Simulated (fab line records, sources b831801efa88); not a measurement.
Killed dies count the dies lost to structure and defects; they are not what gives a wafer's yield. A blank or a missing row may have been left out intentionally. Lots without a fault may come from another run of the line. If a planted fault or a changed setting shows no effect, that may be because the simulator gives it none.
A lot that was struck, set against a sound lot + flow sky130 + 29 steps out of a route of 708
Sound: these wafers, L380.2, L380.4, L380.5. Struck: wafer L388.1; the same lot's L388.5 was not struck, so it is left out; see the end for the cause.
For every step that has rows: the tool of each side, followed by ch and its chambers, followed by its first start. Under that, the readings that differ: sound wafers + struck wafers + difference of the means + sigmas: that difference in standard deviations of wafers without a fault.
alike: words and numbers the same on both sides, and readings whose means are apart by under 2 such deviations; not compared: readings that were withheld, readings missing a value for some wafer, numbers with overlapping values and no deviation given by the record, and bounds like >300 which may hide the same value.
Wherever a step has rows on one side only, a row that says differs or no value, or a row with sigmas, the two part there. When numbers do not overlap yet have no deviation, they are printed without sigmas and do not part them. A reading missing from all wafers of one side parts the sides only when that side holds two or more wafers.

first, 8 steps without rows for these wafers: SKY_LOCAL_INTERCONNECT_ETCH_13 (etches BARC in N2/H2, stops on SiO2, time 45.9 s, target depth 60 nm); SKY_LOCAL_INTERCONNECT_METAL_ETCH_14 (etches TiN in Cl2/BCl3, stops on PSG, target depth 110 nm, time 31.4 s); SKY_LOCAL_INTERCONNECT_STRIP_15 (strips in O2/N2); SKY_LOCAL_INTERCONNECT_STRIP_16 (strips in post etch residue remover, time 1200 s); SKY_LOCAL_INTERCONNECT_CLEAN_17 (cleans in IPA, time 180 s); SKY_LOCAL_INTERCONNECT_CLEAN_18 (cleans in O3/DIW); SKY_CONTACT_CVD_00 (deposits Si3N4, target thk 75 nm); SKY_CONTACT_HDPCVD_02 (deposits SiO2, target thk 565 nm, time 94.2 s).
SKY_CONTACT_CMP_04: polishes SiO2.
  sound on cmp-01 ch 0,3, day 33 12:50; struck on cmp-01 ch 0, day 35 09:28
| reading                                     | sound           | struck | difference | sigmas |
|---------------------------------------------|-----------------|--------|------------|--------|
| time to endpoint s (s)                      | 80 76 68        | 106    | +31        | +5     |
| model.SiO2_of_CONTACT_HDPCVD_02.thk nm (nm) | 338.4 338 337.4 | 415    | +77        |        |
  alike: motor current A, slurry filter dp kPa
then, 9 steps without rows for these wafers: SKY_CONTACT_DEHYDRATE_06 (time 60 s); SKY_CONTACT_HMDS_07 (prime time 60 s); SKY_CONTACT_COAT_08 (resist thk 60 nm); SKY_CONTACT_COAT_09 (resist thk 450 nm); SKY_CONTACT_SOFTBAKE_10 (time 90 s); SKY_CONTACT_EXPOSE_11 (exposes mask CTM1, target cd 170 nm); SKY_CONTACT_PEB_12; SKY_CONTACT_DEVELOP_13 (develop time 60 s); SKY_CONTACT_ETCH_16 (etches BARC in N2/H2, stops on SiO2, time 45.9 s, target depth 60 nm).
SKY_CONTACT_ETCH_17: etches SiO2 in C4F8/O2/Ar, stops on Si3N4, target depth 340 nm.
  sound on rie diel-01 ch 1,2,3, day 34 16:20; struck on rie diel-02 ch 1, day 36 12:49
| reading                             | sound             | struck | difference | sigmas |
|-------------------------------------|-------------------|--------|------------|--------|
| oes product au (a.u.)               | 0.889 0.889 0.899 | 1.004  | +0.112     | +21    |
| model.etch.depth nm (nm)            | 338.4 338 337.4   | 415    | +77        |        |
| model.CONTACT.feature depth nm (nm) | 338.4 338 337.4   | 415    | +77        |        |
then, 7 steps without rows for these wafers: SKY_CONTACT_ETCH_18 (etches Si3N4 in CHF3/O2, stops on TiN, time 39 s, target depth 75 nm); SKY_CONTACT_STRIP_19 (strips in O2/N2); SKY_CONTACT_STRIP_20 (strips in post etch residue remover, time 1200 s); SKY_CONTACT_CLEAN_21 (cleans in IPA, time 180 s); SKY_CONTACT_CLEAN_22 (cleans in O3/DIW); SKY_CONTACT_SPUTTER_23 (material TiN, target thk 20 nm, time 80 s); SKY_CONTACT_CVD_24 (deposits W, target thk 340 nm, time 102.12 s).
SKY_CONTACT_CMP_27: polishes, stops on SiO2, t overpolish 15 s, target thk 0 nm.
  sound on cmp-01 ch 1,2,3, day 34 17:22; struck on cmp-01 ch 2, day 36 13:59
| reading                                     | sound             | struck | difference | sigmas |
|---------------------------------------------|-------------------|--------|------------|--------|
| model.SiO2_of_CONTACT_HDPCVD_02.thk nm (nm) | 335.2 334.8 334.2 | 411.8  | +77.1      |        |
  alike: motor current A, slurry filter dp kPa
then, 1 step without rows for these wafers: SKY_METAL1_SPUTTER_00 (material Ti, target thk 15 nm, time 10 s).
-- the record jumps here: 13 days lie between the struck wafers' starts before and after (it left off in module METAL1 and takes up again in module PAD_OPEN, whose first step shown is number 708 of the route) --
SKY_PAD_OPEN_PROBE_99:
  sound: prober-01 at day 48 07:19; struck: prober-02 at day 49 13:38
| reading             | sound    | struck | difference | sigmas |
|---------------------|----------|--------|------------|--------|
| killed at front end | 10 4 9   | 19     | +11        | +2     |
| killed on rim       | 7 19 15  | 24     | +10        | +3     |
| killed short        | 35 34 33 | 48     | +14        | +2     |
  alike: killed_at_M0_to_M3, killed_at_M4_up, killed at contacts, killed at other, killed dies, killed open

== WHERE THEY PART ==
Earliest at SKY_CONTACT_CMP_04; latest, in this record, at SKY_PAD_OPEN_PROBE_99.

WHY: whatever the simulator had introduced
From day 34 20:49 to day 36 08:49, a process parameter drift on cmp-01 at SKY_CONTACT_CMP_04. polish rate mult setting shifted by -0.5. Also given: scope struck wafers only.
